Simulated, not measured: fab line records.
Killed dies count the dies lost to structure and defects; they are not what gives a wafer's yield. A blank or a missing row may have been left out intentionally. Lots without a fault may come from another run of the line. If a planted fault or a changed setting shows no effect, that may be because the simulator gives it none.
Check for tools in common ; flow gf180mcu ; Sample size 13 lots and 38 wafers

== WHY IT WAS OPENED ==
GF_DNWELL_TW_MEAS_09, reading DNWELL_TW: flagged on 2 of 13 lots. Wafers without a fault read 1342, standard deviation 13.
Rule: a lot is flagged when every wafer of it that has a number lies more than 4 standard deviations from that mean, or none has a number. All remaining lots are regarded as sound.

lot;measured;on;DNWELL_TW, wafer by wafer;flag
L537;day 2 19:19;film-metro-01;1341 1332 1329;
L538;day 2 23:53;film-metro-01;1337 1329 1333;
L543;day 4 01:22;film-metro-01;1345 1334 1341;
L544;day 4 07:20;film-metro-01;1240 1236 1238;FLAGGED
L547;day 4 23:14;film-metro-01;1251 1249 1252;FLAGGED
L549;day 5 12:32;film-metro-02;1324 1334 1331;
L550;day 5 18:07;film-metro-03;1381 1367 1372;
L551;day 5 23:14;film-metro-01;1332 1327 1331;
L553;day 6 11:19;film-metro-02;1339 1344 1351;
L554;day 6 17:20;film-metro-03;1370 1378 1361;
L558;day 7 12:30;film-metro-02;1333 1333 1334;
L559;day 7 16:26;film-metro-03;1360 1368;
L560;day 7 21:25;film-metro-01;1333 1334 1337;
On average the flagged lots' numbers are 1244, which is -98 against the usual, or -8 standard deviations.

== WHICH TOOL RAN EACH LOT ==
The record keeps 1 process step preceding the reading, out of 602 steps on the route. Each cell gives the tool, then ch followed by the chambers the sampled wafers passed through, then the start.
lot;flag;GF_DNWELL_IMPLANT_07
L537;;implanter-01 ch 0, day 2 19:05
L538;;implanter-01 ch 0, day 2 23:38
L543;;implanter-01 ch 0, day 4 01:08
L544;FLAGGED;implanter-01 ch 0, day 4 07:05
L547;FLAGGED;implanter-01 ch 0, day 4 22:59
L549;;implanter-03 ch 0, day 5 12:17
L550;;implanter-03 ch 0, day 5 17:55
L551;;implanter-02 ch 0, day 5 22:59
L553;;implanter-03 ch 0, day 6 11:07
L554;;implanter-03 ch 0, day 6 17:05
L558;;implanter-02 ch 0, day 7 12:17
L559;;implanter-02 ch 0, day 7 16:11
L560;;implanter-02 ch 0, day 7 21:13
These steps, and what they do:
- GF_DNWELL_IMPLANT_07
- GF_DNWELL_TW_MEAS_09

== FLAGGED OVER TOTAL, TOOL BY TOOL (the gauges that took the reading come last) ==
step;tool;lots run;flagged;share of the flagged lots;sound lots run after its first flagged lot
GF_DNWELL_IMPLANT_07;implanter-01;5;2;all;0
GF_DNWELL_IMPLANT_07;implanter-02;4;0;none;-
GF_DNWELL_IMPLANT_07;implanter-03;4;0;none;-
GF_DNWELL_TW_MEAS_09;film-metro-01;7;2;all;2 (L551,L560)
GF_DNWELL_TW_MEAS_09;film-metro-02;3;0;none;-
GF_DNWELL_TW_MEAS_09;film-metro-03;3;0;none;-

== WHAT THE TABLE PERMITS ==
implanter-01 at GF_DNWELL_IMPLANT_07 and film-metro-01 at GF_DNWELL_TW_MEAS_09 are the 2 rows of the table that ran each flagged lot.
- implanter-01 at GF_DNWELL_IMPLANT_07 ran 5 lots, 2 of them flagged. Last sound lot L543 at day 4 01:08, first flagged lot L544 at day 4 07:05; a fault beginning in between fits. Its own readings lie more than 4 standard deviations out on every wafer of the flagged lots: dose-ions-cm2, faraday-current-uA.
- film-metro-01 at GF_DNWELL_TW_MEAS_09 ran 7 lots, 2 of them flagged. After the first flagged lot (L551, L560), sound lots still ran on it; a lasting fault on the whole tool would not permit that.
Left over: one tool, implanter-01 at GF_DNWELL_IMPLANT_07.

== WHAT THE SIMULATOR PUT IN ==
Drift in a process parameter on implanter-01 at GF_DNWELL_IMPLANT_07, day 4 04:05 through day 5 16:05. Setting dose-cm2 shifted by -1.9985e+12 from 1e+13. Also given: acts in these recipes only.
Struck lots among those shown: L544, L547. The rule above found the same.
